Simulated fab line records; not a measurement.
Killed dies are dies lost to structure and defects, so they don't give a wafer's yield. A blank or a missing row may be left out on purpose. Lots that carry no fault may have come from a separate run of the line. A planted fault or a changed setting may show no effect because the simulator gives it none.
fab line records	flow sky130
[record] lots = 14	wafers = 42	last-day = 50
route steps=708 shown FIELD_ISO@24 VT_ADJUST_LVTN@114 SONOS_ONO@173
lots with no fault: from the same line, run without faults
start-h: start of the lot's first displayed wafer, in hours after the record's first day	wait-h: time in hours since the lot's previous step	" as in the row above	L1.1+2: one row covering several wafers at once	- no value present, or no start provided	* or withheld: withheld	< > ~ a bound
route shown NAME@n: a module of which the file shows steps, and the number in the route of the first	usual: mean/standard deviation taken from wafers without a fault	same: alike in all rows	chamber/n: place in a boat	sites: each site's reading	_std_site: their standard deviation	_edge_site: outer sites' mean less inner sites'	radius-mm: for every site, how far away it sits from the centre of the wafer	mask NAME#n: copy n	behind: the last tool/chamber to shape the wafer	hold: reason for holding the lot/hours on hold/outcome of the hold	device: transistor that didn't switch, given as n, p or np	end of line: at the end of the route, the tests of the same wafers	a step without rows: its recipe alone	killed: the dies lost at the first sort to structure and to defects; this is not the yield of the wafer	map: a wafer's dies, x killed, . not, _ none there
set.NAME: the setting the step ran with; set.NAME@STEP: the setting that earlier step ran with	model.NAME: the simulator's own value behind a step, which no gauge read
the route's steps for a sample of lots (tables are steps, rows are wafers)
[[steps]]
[step SKY_FIELD_ISO_THK_MEAS_23]
[recipe] reads = SiO2_of_FIELD_ISO_OXIDATION_22
[usual] FIELD_ISO_OXIDATION_01_THK = 9.93/0.19
lot.wafer	tool	chamber	start-h	wait-h	FIELD_ISO_OXIDATION_01_THK[nm]
L744.2	film-metro-03	-	34.93	0.0	10.10
L744.3	"	-	"	"	10.13
L744.4	"	-	"	"	10.00
L745.3	film-metro-02	-	42.40	0.0	9.82
L745.4	"	-	"	"	9.93
L745.6	"	-	"	"	10.07
L747.1	film-metro-03	-	47.85	0.0	10.07
L747.2	"	-	"	"	9.95
L747.3	"	-	"	"	10.19
L748.1	film-metro-02	-	57.59	0.0	10.01
L748.4	"	-	"	"	10.17
L748.5	"	-	"	"	10.10
L749.1	film-metro-02	-	60.92	0.0	9.75
L749.5	"	-	"	"	9.55
L749.6	"	-	"	"	9.49
L750.3	film-metro-02	-	64.06	0.0	9.51
L750.4	"	-	"	"	9.58
L750.6	"	-	"	"	9.51
L751.1	film-metro-04	-	70.10	0.0	9.99
L751.4	"	-	"	"	10.19
L751.6	"	-	"	"	10.01
L752.1	film-metro-02	-	74.34	0.0	9.84
L752.2	"	-	"	"	9.94
L752.6	"	-	"	"	10.08
L754.2	film-metro-04	-	84.98	0.0	10.05
L754.3	"	-	"	"	10.09
L754.4	"	-	"	"	10.20
L755.2	film-metro-04	-	91.70	0.0	9.94
L755.3	"	-	"	"	9.95
L755.5	"	-	"	"	10.15
L756.4	film-metro-04	-	99.05	0.0	10.08
L756.5	"	-	"	"	9.82
L756.6	"	-	"	"	10.00
L757.1	film-metro-02	-	102.83	0.0	9.94
L757.4	"	-	"	"	9.93
L757.5	"	-	"	"	10.04
L764.2	film-metro-04	-	137.81	0.0	10.26
L764.4	"	-	"	"	10.10
L764.5	"	-	"	"	10.05
L765.1	film-metro-03	-	141.87	0.0	10.14
L765.2	"	-	"	"	10.15
L765.4	"	-	"	"	9.98
[step SKY_FIELD_ISO_THK_MEAS_25]
[recipe] reads = SiO2_of_FIELD_ISO_CVD_24
[usual] FIELD_ISO_CVD_24_THK = 594/5.5
lot.wafer	tool	chamber	start-h	wait-h	FIELD_ISO_CVD_24_THK[nm]
L744.2	film-metro-02	-	35.10	0.1	594
L744.3	"	-	"	"	589
L744.4	"	-	"	"	591
L745.3	film-metro-03	-	42.54	0.1	603
L745.4	"	-	"	"	597
L745.6	"	-	"	"	604
L747.1	film-metro-03	-	47.98	0.0	593
L747.2	"	-	"	"	594
L747.3	"	-	"	"	589
L748.1	film-metro-04	-	57.72	0.0	601
L748.4	"	-	"	"	592
L748.5	"	-	"	"	600
L749.1	film-metro-04	-	61.05	0.0	589
L749.5	"	-	"	"	583
L749.6	"	-	"	"	598
L750.3	film-metro-03	-	64.19	0.1	602
L750.4	"	-	"	"	602
L750.6	"	-	"	"	596
L751.1	film-metro-02	-	70.24	0.0	582
L751.4	"	-	"	"	585
L751.6	"	-	"	"	587
L752.1	film-metro-04	-	74.47	0.0	589
L752.2	"	-	"	"	599
L752.6	"	-	"	"	597
L754.2	film-metro-04	-	85.11	0.0	597
L754.3	"	-	"	"	592
L754.4	"	-	"	"	597
L755.2	film-metro-02	-	91.83	0.0	586
L755.3	"	-	"	"	600
L755.5	"	-	"	"	603
L756.4	film-metro-02	-	99.18	0.0	596
L756.5	"	-	"	"	584
L756.6	"	-	"	"	596
L757.1	film-metro-04	-	102.96	0.0	596
L757.4	"	-	"	"	595
L757.5	"	-	"	"	597
L764.2	film-metro-02	-	137.95	0.0	597
L764.4	"	-	"	"	593
L764.5	"	-	"	"	594
L765.1	film-metro-03	-	142.00	0.0	595
L765.2	"	-	"	"	587
L765.4	"	-	"	"	588
[step SKY_VT_ADJUST_LVTN_DEVELOP_17]
[recipe] resist = NOVOLAK	developer = TMAH	develop-time-s = 60	dev-temp-c = 23
lot.wafer	tool	chamber	start-h	wait-h
L744.2+3+4	litho-track-03	0	179.21	0.1
L745.3+4+6	litho-track-04	0	180.84	0.1
L747.1+2+3	litho-track-03	0	188.14	0.1
L748.1+4+5	litho-track-03	0	199.59	0.1
L749.1+5+6	litho-track-04	0	204.24	0.1
L750.3+4+6	litho-track-04	0	208.24	0.1
L751.1+4+6	litho-track-04	0	217.19	0.1
L752.1+2+6	litho-track-01	0	221.56	0.1
L754.2+3+4	litho-track-04	0	240.26	0.1
L755.2+3+5	litho-track-01	0	250.48	0.1
L756.4+5+6	litho-track-04	0	258.86	0.1
L757.1+4+5	litho-track-04	0	264.53	0.1
L764.2+4+5	litho-track-04	0	303.41	0.1
L765.1+2+4	litho-track-04	0	313.13	0.1
[step SKY_VT_ADJUST_LVTN_OVL_MEAS_18]
[usual] VT_ADJUST_LVTN_01_OVL = -0.9/1.5
lot.wafer	tool	chamber	start-h	wait-h	VT_ADJUST_LVTN_01_OVL[nm]
L744.2	overlay-02	-	179.34	0.1	1.4
L744.3	"	-	"	"	1.0
L744.4	"	-	"	"	0.8
L745.3	overlay-01	-	180.95	0.1	-2.5
L745.4	"	-	"	"	-2.7
L745.6	"	-	"	"	-2.1
L747.1	overlay-02	-	188.29	0.1	-0.4
L747.2	"	-	"	"	0.8
L747.3	"	-	"	"	0.6
L748.1	overlay-01	-	199.74	0.1	-0.1
L748.4	"	-	"	"	-0.7
L748.5	"	-	"	"	-0.9
L749.1	overlay-01	-	204.39	0.1	0.9
L749.5	"	-	"	"	1.1
L749.6	"	-	"	"	-1.4
L750.3	overlay-01	-	208.35	0.1	-1.5
L750.4	"	-	"	"	-2.6
L750.6	"	-	"	"	-0.9
L751.1	overlay-02	-	217.34	0.1	-0.5
L751.4	"	-	"	"	0.3
L751.6	"	-	"	"	-1.3
L752.1	overlay-02	-	221.71	0.1	-3.6
L752.2	"	-	"	"	-2.0
L752.6	"	-	"	"	-2.0
L754.2	overlay-02	-	240.39	0.1	-0.7
L754.3	"	-	"	"	1.6
L754.4	"	-	"	"	1.8
L755.2	overlay-01	-	250.61	0.1	1.0
L755.3	"	-	"	"	-0.4
L755.5	"	-	"	"	-0.2
L756.4	overlay-02	-	258.95	0.1	-3.2
L756.5	"	-	"	"	-4.1
L756.6	"	-	"	"	-2.1
L757.1	overlay-02	-	264.68	0.1	-1.4
L757.4	"	-	"	"	-0.1
L757.5	"	-	"	"	1.0
L764.2	overlay-01	-	303.54	0.1	1.1
L764.4	"	-	"	"	-
L764.5	"	-	"	"	1.6
L765.1	overlay-02	-	313.28	0.1	-
L765.2	"	-	"	"	-1.3
L765.4	"	-	"	"	-
[step SKY_VT_ADJUST_LVTN_TW_MEAS_21]
[usual] VT_ADJUST_LVTN_2_TW = 188.7/2.1
lot.wafer	tool	chamber	start-h	wait-h	VT_ADJUST_LVTN_2_TW
L744.2	film-metro-02	-	179.63	0.1	189.1
L744.3	"	-	"	"	189.5
L744.4	"	-	"	"	189.9
L745.3	film-metro-02	-	181.24	0.1	189.6
L745.4	"	-	"	"	189.9
L745.6	"	-	"	"	189.2
L747.1	film-metro-02	-	188.57	0.1	187.9
L747.2	"	-	"	"	189.7
L747.3	"	-	"	"	188.8
L748.1	film-metro-01	-	200.02	0.1	186.0
L748.4	"	-	"	"	184.8
L748.5	"	-	"	"	185.4
L749.1	film-metro-02	-	204.69	0.1	190.4
L749.5	"	-	"	"	190.7
L749.6	"	-	"	"	189.6
L750.3	film-metro-02	-	208.76	0.1	189.8
L750.4	"	-	"	"	188.9
L750.6	"	-	"	"	190.5
L751.1	film-metro-04	-	217.62	0.1	189.4
L751.4	"	-	"	"	189.0
L751.6	"	-	"	"	189.9
L752.1	film-metro-01	-	221.99	0.1	186.3
L752.2	"	-	"	"	186.4
L752.6	"	-	"	"	187.5
L754.2	film-metro-01	-	240.68	0.1	184.9
L754.3	"	-	"	"	185.7
L754.4	"	-	"	"	186.0
L755.2	film-metro-01	-	250.90	0.1	184.6
L755.3	"	-	"	"	184.5
L755.5	"	-	"	"	185.2
L756.4	film-metro-01	-	259.25	0.1	185.7
L756.5	"	-	"	"	184.6
L756.6	"	-	"	"	185.3
L757.1	film-metro-04	-	264.97	0.1	191.3
L757.4	"	-	"	"	190.3
L757.5	"	-	"	"	191.3
L764.2	film-metro-04	-	303.83	0.1	190.2
L764.4	"	-	"	"	30.4
L764.5	"	-	"	"	189.6
L765.1	film-metro-02	-	313.57	0.1	30.2
L765.2	"	-	"	"	190.4
L765.4	"	-	"	"	30.2
[step SKY_SONOS_ONO_THK_MEAS_05]
[recipe] reads = SiO2_of_SONOS_ONO_CVD_04
[usual] SONOS_ONO_CVD_04_THK = 5.73/0.12
lot.wafer	tool	chamber	start-h	wait-h	SONOS_ONO_CVD_04_THK[nm]
L744.2	film-metro-04	-	279.42	0.0	5.62
L744.3	"	-	"	"	5.62
L744.4	"	-	"	"	5.60
L745.3	film-metro-02	-	282.45	0.0	5.67
L745.4	"	-	"	"	5.63
L745.6	"	-	"	"	5.64
L747.1	film-metro-03	-	290.25	0.0	5.69
L747.2	"	-	"	"	5.56
L747.3	"	-	"	"	5.63
L748.1	film-metro-02	-	302.90	0.0	5.64
L748.4	"	-	"	"	5.66
L748.5	"	-	"	"	5.68
L749.1	film-metro-02	-	306.79	0.0	5.60
L749.5	"	-	"	"	5.59
L749.6	"	-	"	"	5.64
L750.3	film-metro-02	-	317.40	0.0	5.68
L750.4	"	-	"	"	5.75
L750.6	"	-	"	"	5.72
L751.1	film-metro-02	-	322.00	0.0	5.53
L751.4	"	-	"	"	5.53
L751.6	"	-	"	"	5.54
L752.1	film-metro-04	-	327.40	0.0	5.75
L752.2	"	-	"	"	5.70
L752.6	"	-	"	"	5.76
L754.2	film-metro-02	-	347.76	0.0	5.79
L754.3	"	-	"	"	5.78
L754.4	"	-	"	"	5.68
L755.2	film-metro-04	-	361.33	0.0	5.67
L755.3	"	-	"	"	5.91
L755.5	"	-	"	"	5.78
L756.4	film-metro-04	-	372.52	0.0	5.82
L756.5	"	-	"	"	5.79
L756.6	"	-	"	"	5.86
L757.1	film-metro-04	-	379.21	0.0	5.58
L757.4	"	-	"	"	5.52
L757.5	"	-	"	"	5.61
L764.2	film-metro-02	-	424.56	0.0	5.91
L764.4	"	-	"	"	5.69
L764.5	"	-	"	"	5.86
L765.1	film-metro-02	-	437.74	0.0	5.89
L765.2	"	-	"	"	5.82
L765.4	"	-	"	"	5.96
[[key]]
[first-sign] step = SKY_VT_ADJUST_LVTN_OVL_MEAS_18	reading = VT_ADJUST_LVTN_01_OVL	direction = missing
[effect] step = SKY_VT_ADJUST_LVTN_TW_MEAS_21	reading = VT_ADJUST_LVTN_2_TW	direction = down	sigmas = 76	usual = 188.7	struck = 30.3
met-at SKY_VT_ADJUST_LVTN_DEVELOP_17
struck-lots L764,L765
struck-wafers L764.4,L765.1,L765.4
sort-left-out L764.4,L765.1,L765.4
tester-left-out L764,L765
not-acting-at SKY_FIELD_ISO_THK_MEAS_23,SKY_FIELD_ISO_THK_MEAS_25,SKY_SONOS_ONO_THK_MEAS_05
onset-between 264.53 303.41
[fault] kind = process-parameter-drift	tool = litho-track-04	chamber = -	onset-h = 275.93	steps = SKY_VT_ADJUST_LVTN_DEVELOP_17	channel = develop-time-s	offset = *	shape = step	end-h = 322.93	scope = struck-wafers-only	acts-in = *	stated = *
// tester-left-out: of these lots the tester's yield and bins aren't shown, on N5 and GAA mostly nor the transistor test; their killed dies are dies lost to structure and defects alone, not to doping, threshold or leakage, so they don't give the yield
// sort-left-out: the simulated sort isn't trusted on such a fault, so these wafers' sort isn't shown, and their yield isn't known
